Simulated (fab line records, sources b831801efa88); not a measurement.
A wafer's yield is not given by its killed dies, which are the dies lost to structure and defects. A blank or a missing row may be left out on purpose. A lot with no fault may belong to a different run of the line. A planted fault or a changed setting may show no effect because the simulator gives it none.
fab line records    flow sky130    part 2 of 2: steps 44 to 44 of 44
record lots=6  wafers=18  last-day=50
route steps=708 shown VIA2@527 METAL3@532 CAPM@537 PAD_OPEN@708
lots that met no fault: from a run of the same line without faults
start-h: hours from the record's opening day to when the first of the lot's shown wafers began    wait-h: hours elapsed since this lot's preceding step    " unchanged from the row above    L1.1+2: one row covering several wafers at once    - no value, or no start was given    * or withheld: withheld    < > ~ a bound
route shown NAME@n: NAME is a module with steps in the file, n the number in the route of the first one    usual: the fault-free wafers' mean and standard deviation    same: alike in all rows    chamber/n: place in a boat    sites: each site's reading    _std_site: the standard deviation of these    _edge_site: inner sites' mean taken away from outer sites' mean    radius-mm: how far each site lies from the wafer's centre    mask NAME#n: copy n    behind: the tool/chamber that last shaped the wafer    hold: cause of the lot's hold/its duration in hours/its outcome    device: the transistor (n, p or np) that didn't switch    end of line: tests of these same wafers at the route's end    a step given without rows: its recipe and nothing more    killed: dies that structure and defects cost at the first sort, which is not the same as the wafer's yield    map: a wafer's dies, marking killed ones x, the rest . and places with no die _
set.NAME: the setting as run; set.NAME@STEP: as run at that earlier step    model.NAME: the simulator's own value behind a step, which no gauge read
lots seen at some steps along the route; tables by step, rows by wafer
services: the hour from which a tool's chamber was out of use, counted from the record's first day as start-h (under 0 if before that day), plus the number of hours and why
## steps
# step SKY_PAD_OPEN_PROBE_99
# usual defect-limited-yield=82.4/2  killed_at_M0_to_M3=44/7.1  killed_at_M4_up=3/1.6  killed-at-contacts=24/5.4  killed-at-front-end=15/4.7  killed-at-other=0.3/0.51  killed-dies=87/9.9  killed-open=48/7.6  killed-short=39/6.3  sort_bin_3_pad_short=0.9/0.39  sort_bin_5_function=10.5/1.6  sort_bin_6_memory=6.3/1.1  sort-n-pass=405/9.9  sort-yield-pct=82.4/2
# same gross-dies=492  killed-at-back-side=0  sort_bin_4_leakage[%]=0  sort_bin_8_speed[%]=0
lot.wafer  tool       chamber  start-h  wait-h  defect-limited-yield[%]  killed_at_M0_to_M3  killed_at_M4_up  killed-at-contacts  killed-at-front-end  killed-at-other  killed-dies  killed-open  killed-short  sort_bin_3_pad_short[%]  sort_bin_5_function[%]  sort_bin_6_memory[%]  sort-n-pass  sort-yield-pct[%]  model.etest.cap-mim.plate-ohm-sq
L330.2     prober-01  -        1130.64  0.1     79.9                     52                  4                26                  16                   1                99           58           41            0.8                      12.2                    7.1                   393          79.9               5.695
L330.3     prober-01  -        1130.69  0.2     82.1                     48                  3                29                  8                    0                88           44           44            0.4                      12.2                    5.3                   404          82.1               5.615
L330.4     prober-01  -        1130.74  0.2     84.6                     38                  3                21                  14                   0                76           45           31            1.0                      7.1                     7.3                   416          84.6               5.604
L331.2     prober-02  -        1132.25  0.1     84.8                     36                  3                23                  13                   0                75           37           38            0.8                      8.7                     5.7                   417          84.8               5.706
L331.3     prober-02  -        1132.30  0.2     81.5                     36                  1                25                  28                   1                91           54           37            1.0                      12.8                    4.7                   401          81.5               5.748
L331.4     prober-02  -        1132.35  0.2     82.7                     33                  7                28                  17                   0                85           51           34            0.8                      10.0                    6.5                   407          82.7               5.721
L339.2     prober-02  -        1158.08  0.1     78.5                     46                  4                37                  18                   1                106          60           46            1.2                      12.2                    8.1                   386          78.5               5.978
L339.4     prober-02  -        1158.18  0.2     85.6                     28                  2                21                  20                   0                71           41           30            0.4                      8.9                     5.1                   421          85.6               5.931
L339.6     prober-02  -        1158.28  0.2     81.7                     51                  3                26                  10                   0                90           42           48            0.8                      10.4                    7.1                   402          81.7               5.922
L342.3     prober-01  -        1175.64  0.2     82.3                     49                  4                23                  10                   1                87           49           38            0.8                      8.9                     7.9                   405          82.3               5.985
L342.5     prober-01  -        1175.74  0.2     80.9                     48                  4                29                  13                   0                94           54           40            1.2                      11.6                    6.3                   398          80.9               6.033
L342.6     prober-01  -        1175.79  0.2     80.5                     53                  1                22                  20                   0                96           53           43            1.2                      11.6                    6.7                   396          80.5               5.883
L345.3     prober-02  -        1188.74  0.2     87.4                     26                  3                16                  17                   0                62           34           28            0.6                      6.7                     5.3                   430          87.4               5.954
L345.4     prober-02  -        1188.79  0.2     79.9                     40                  2                31                  25                   1                99           57           42            0.6                      12.6                    6.9                   393          79.9               5.939
L345.5     prober-02  -        1188.84  0.2     82.9                     40                  3                25                  16                   0                84           44           40            0.4                      9.3                     7.3                   408          82.9               6
L347.2     prober-02  -        1196.29  0.1     83.7                     50                  3                19                  7                    1                80           45           35            0.4                      8.3                     7.5                   412          83.7               6.051
L347.3     prober-02  -        1196.34  0.2     83.5                     44                  1                18                  18                   0                81           45           36            0.8                      8.9                     6.7                   411          83.5               6.035
L347.6     prober-02  -        1196.49  0.2     79.1                     48                  5                38                  12                   0                103          51           52            1.4                      12.4                    7.1                   389          79.1               6.049
# killed by level:class
L330.2 VIA1:geometric-particle:open=15 CONTACT:geometric-particle:open=9 VIA3:geometric-particle:open=8 POLY_GATE:geometric-particle:open=7 LI_CONTACT:geometric-particle:open=7 METAL1:geometric-particle:short=7 METAL2:geometric-particle:short=6 LOCAL_INTERCONNECT:geometric-particle:short=5
L330.3 METAL1:geometric-particle:short=11 VIA1:geometric-particle:open=9 LI_CONTACT:geometric-particle:open=8 CONTACT:geometric-particle:open=8 METAL2:geometric-particle:short=8 VIA1:geometric-particle:short=6 CONTACT:geometric-particle:short=5 VIA3:geometric-particle:open=5
L330.4 CONTACT:geometric-particle:open=11 VIA1:geometric-particle:open=11 METAL2:geometric-particle:short=5 VIA2:geometric-particle:short=5 VIA2:geometric-particle:open=5 FIELD_ISO:geometric-particle:open=4 LI_CONTACT:geometric-particle:open=4 METAL1:geometric-particle:short=4
L331.2 VIA1:geometric-particle:open=12 LI_CONTACT:geometric-particle:open=11 METAL1:geometric-particle:short=8 POLY_GATE:geometric-particle:short=5 CONTACT:geometric-particle:short=5 VIA2:geometric-particle:open=5 VIA3:geometric-particle:short=4 LOCAL_INTERCONNECT:geometric-particle:short=4
L331.3 CONTACT:geometric-particle:open=12 VIA1:geometric-particle:open=10 VIA3:geometric-particle:open=8 POLY_GATE:geometric-particle:open=6 SPACER:geometric-particle:short=6 FIELD_ISO:geometric-particle:short=5 LI_CONTACT:geometric-particle:open=5 POLY_GATE:geometric-particle:short=4
L331.4 VIA1:geometric-particle:open=11 CONTACT:geometric-particle:open=8 VIA2:geometric-particle:open=8 LOCAL_INTERCONNECT:geometric-particle:short=6 POLY_GATE:geometric-particle:short=5 LI_CONTACT:geometric-particle:open=4 CONTACT:geometric-particle:short=4 VIA3:geometric-particle:open=4
L339.2 CONTACT:geometric-particle:open=13 VIA3:geometric-particle:open=9 LI_CONTACT:geometric-particle:open=9 LOCAL_INTERCONNECT:geometric-particle:short=7 METAL1:geometric-particle:short=7 VIA1:geometric-particle:open=7 VIA1:geometric-particle:short=6 VIA2:geometric-particle:open=6
L339.4 CONTACT:geometric-particle:open=9 FIELD_ISO:geometric-particle:open=7 VIA2:geometric-particle:open=7 VIA3:geometric-particle:open=5 POLY_GATE:geometric-particle:short=4 LI_CONTACT:geometric-particle:open=4 POLY_GATE:geometric-particle:open=3 SPACER:geometric-particle:short=3
L339.6 METAL1:geometric-particle:short=11 VIA1:geometric-particle:open=9 VIA3:geometric-particle:open=9 CONTACT:geometric-particle:open=8 VIA3:geometric-particle:short=6 CONTACT:geometric-particle:short=5 LI_CONTACT:geometric-particle:open=5 LI_CONTACT:geometric-particle:short=4
L342.3 VIA1:geometric-particle:open=11 CONTACT:geometric-particle:open=10 LI_CONTACT:geometric-particle:open=9 VIA3:geometric-particle:open=7 METAL2:geometric-particle:short=6 VIA3:geometric-particle:short=6 VIA2:geometric-particle:open=5 VIA2:geometric-particle:short=4
L342.5 VIA1:geometric-particle:open=12 CONTACT:geometric-particle:open=11 VIA3:geometric-particle:open=8 METAL2:geometric-particle:short=7 LI_CONTACT:geometric-particle:open=6 METAL1:geometric-particle:short=5 VIA1:geometric-particle:short=5 LI_CONTACT:geometric-particle:short=4
L342.6 CONTACT:geometric-particle:open=11 VIA1:geometric-particle:open=10 VIA1:geometric-particle:short=9 METAL1:geometric-particle:short=8 POLY_GATE:geometric-particle:open=7 VIA2:geometric-particle:open=6 METAL1:geometric-particle:open=5 METAL2:geometric-particle:short=5
L345.3 CONTACT:geometric-particle:open=6 POLY_GATE:geometric-particle:open=5 VIA1:geometric-particle:open=5 FIELD_ISO:geometric-particle:short=4 CONTACT:geometric-particle:short=4 VIA2:geometric-particle:open=4 VIA3:geometric-particle:open=4 FIELD_ISO:geometric-particle:open=3
L345.4 LI_CONTACT:geometric-particle:open=11 POLY_GATE:geometric-particle:open=8 VIA3:geometric-particle:open=8 VIA1:geometric-particle:open=8 LI_CONTACT:geometric-particle:short=6 CONTACT:geometric-particle:open=6 METAL2:geometric-particle:short=6 FIELD_ISO:geometric-particle:open=5
L345.5 CONTACT:geometric-particle:open=8 CONTACT:geometric-particle:short=7 VIA1:geometric-particle:open=7 METAL2:geometric-particle:short=6 VIA2:geometric-particle:open=6 FIELD_ISO:geometric-particle:open=5 LI_CONTACT:geometric-particle:open=5 METAL1:geometric-particle:short=5
L347.2 LI_CONTACT:geometric-particle:open=9 METAL3:geometric-particle:short=9 VIA1:geometric-particle:open=9 VIA3:geometric-particle:open=7 METAL1:geometric-particle:short=6 CONTACT:geometric-particle:open=6 VIA2:geometric-particle:open=5 METAL1:geometric-particle:open=4
L347.3 METAL2:geometric-particle:short=10 VIA1:geometric-particle:open=10 LI_CONTACT:geometric-particle:open=7 CONTACT:geometric-particle:open=7 FIELD_ISO:geometric-particle:open=6 FIELD_ISO:geometric-particle:short=6 VIA3:geometric-particle:short=6 VIA2:geometric-particle:short=5
L347.6 CONTACT:geometric-particle:open=12 LI_CONTACT:geometric-particle:open=10 VIA1:geometric-particle:open=9 CONTACT:geometric-particle:short=8 METAL2:geometric-particle:short=8 METAL1:geometric-particle:short=7 POLY_GATE:geometric-particle:short=6 VIA2:geometric-particle:open=6
## services
tool            chamber  start-h  hours  kind
pvd-sputter-01  -        908.66   1.5    repair
pvd-sputter-04  -        941.97   3.6    repair
pvd-sputter-02  -        942.76   0.7    repair
pvd-sputter-03  2        949.25   -      consumable-replace:kit
pvd-sputter-03  2        949.25   18.0   scheduled-down
pvd-sputter-03  2        949.25   18.0   vent-cycle
pvd-sputter-04  -        958.96   1.2    repair
pvd-sputter-01  0        967.60   -      consumable-replace:kit
pvd-sputter-01  0        967.60   18.0   scheduled-down
pvd-sputter-01  0        967.60   18.0   vent-cycle
rie-metal-01    -        969.68   0.5    repair
rie-metal-04    -        970.30   2.2    repair
rie-metal-03    -        973.22   14.6   pm
rie-metal-03    1        995.99   189.0  repair
pvd-sputter-04  1        1015.22  -      consumable-replace:kit
pvd-sputter-04  1        1015.22  18.0   scheduled-down
pvd-sputter-04  1        1015.22  18.0   vent-cycle
rie-metal-01    -        1024.27  3.6    repair
rie-metal-01    0        1030.09  1.1    repair
## key
first-sign step=SKY_CAPM_RS_MEAS_03  reading=CAPM_TIN_RS  direction=down  sigmas=5.4  usual=6.92  struck=6.52
effect step=SKY_CAPM_THK_MEAS_04  reading=CAPM_TIN_THK  direction=up  sigmas=5.1  usual=199.2  struck=210.9
effect step=SKY_CAPM_METAL_ETCH_13  reading=oes-product-au  direction=up  sigmas=4.3  usual=0.941  struck=0.973
model-effect step=SKY_CAPM_SPUTTER_02  value=TiN_of_CAPM_SPUTTER_02.thk-nm  without=199.1  struck=211.8
model-effect step=SKY_METAL3_STRIP_20  value=TiN_of_CAPM_SPUTTER_02.thk-nm  without=198.3  struck=211
model-effect step=SKY_PAD_OPEN_PROBE_99  value=etest.cap-mim.plate-ohm-sq  without=6.044  struck=5.682
met-at SKY_CAPM_SPUTTER_02
struck-wafers L330.2,L330.3,L330.4,L331.2,L331.3,L331.4
fault kind=process-parameter-drift  tool=pvd-sputter-04  chamber=-  onset-h=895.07  steps=SKY_CAPM_SPUTTER_02  channel=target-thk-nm  offset=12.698  shape=step  end-h=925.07  acts-in=these-recipes-only  stated=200
